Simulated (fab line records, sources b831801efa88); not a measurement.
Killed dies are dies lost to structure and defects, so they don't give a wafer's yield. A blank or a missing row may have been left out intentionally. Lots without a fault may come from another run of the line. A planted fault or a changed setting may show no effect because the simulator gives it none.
Problem report in the 8D (eight disciplines) form, filled by code || flow gf180mcu || the parts of the form that need people (team, actions taken, sign-off) are left out

## 1. WHAT WENT WRONG
Wafers without a fault read 3000.3 rpm, standard deviation 2; spinSpeedRpm at GF_MIM_COAT_14 reads a mean of 3576.3 rpm on 6 wafers belonging to 2 lots. So: +99 or more standard deviations from the usual mean.
The step: resist thk 1000 nm.
Earliest sighting: wafer L644.1 on lithoTrack-01 at day 30 13:31. The record holds 36 wafers of 12 lots with a number at this step. The rule behind "out" and "out of limits": a value lying over 4 standard deviations away from the usual mean. The rest of the wafers with a number are treated as sound.

## 2. WHAT IT IS, WHAT IT ISN'T
{"question": "which readings at this step", "is": "spinSpeedRpm", "is not": "-"}
{"question": "which lots", "is": "L644, L648", "is not": "L627, L630, L633, L636, L637, L638, L639, L641, L645, L649"}
{"question": "which wafers of those lots", "is": "all that have a number", "is not": "-"}
{"question": "read on which tools", "is": "lithoTrack-01", "is not": "lithoTrack-03, lithoTrack-04"}
{"question": "when", "is": "from day 30 13:31", "is not": "up to then (24 sound wafers); but 6 sound wafers of L645, L649 came after"}

## 3. WHAT RULES OUT EACH SUSPECT
Counting: a tool at any process step up to the reading remains a suspect when it ran all the lots that are out and ran no sound lot after the first of those.
- lithoTrack-01 at GF_MIM_COAT_14 (resist thk 1000 nm): kept. It processed each lot that is out, first L644 at day 30 13:31, and no sound lot thereafter; up to then, the last sound lot it processed was L637 at day 29 04:31. Its own readings are out on those wafers: spinSpeedRpm.
Left after counting: lithoTrack-01 at GF_MIM_COAT_14.

## 4. THE CAUSE (what the simulator had put in)
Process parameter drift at GF_MIM_COAT_14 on lithoTrack-01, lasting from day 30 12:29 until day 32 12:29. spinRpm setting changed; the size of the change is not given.
This tool alone remained once counting was done.

## 5. THE CHAIN OF EFFECTS, in route order
Each row: a reading whose mean over the struck wafers that have a number lies more than 3 standard deviations from the usual. Scope: only readings with a usual standard deviation given in the record; hours: median across lots of the time from each lot's start at the first step in this table that gives one to its start at this step; sigmas: change in usual standard deviations.
{"hours": 0, "step": "GF_MIM_COAT_14", "reading": "spinSpeedRpm", "usual": "3000.3 rpm", "on struck wafers": 3576.3, "change": "+576.0", "sigmas": "+99 or more"}
{"hours": 9, "step": "GF_MIM_STRIP_20", "reading": "oesProductAu", "usual": "0.691 a.u.", "on struck wafers": 0.652, "change": -0.039, "sigmas": -8.4}
{"hours": 9, "step": "GF_MIM_STRIP_20", "reading": "stripTimeToEndpointS", "usual": "11.21 s", "on struck wafers": 10.21, "change": -1.00, "sigmas": -26}
Here are the process steps it includes:
- GF_MIM_COAT_14: resist thk 1000 nm.
- GF_MIM_STRIP_20: strips in O2/N2.

## 6. WHAT WOULD HAVE CAUGHT IT SOONER
In this record the first reading out of limits was taken at day 30 13:31, 1 hour after the fault began at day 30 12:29.
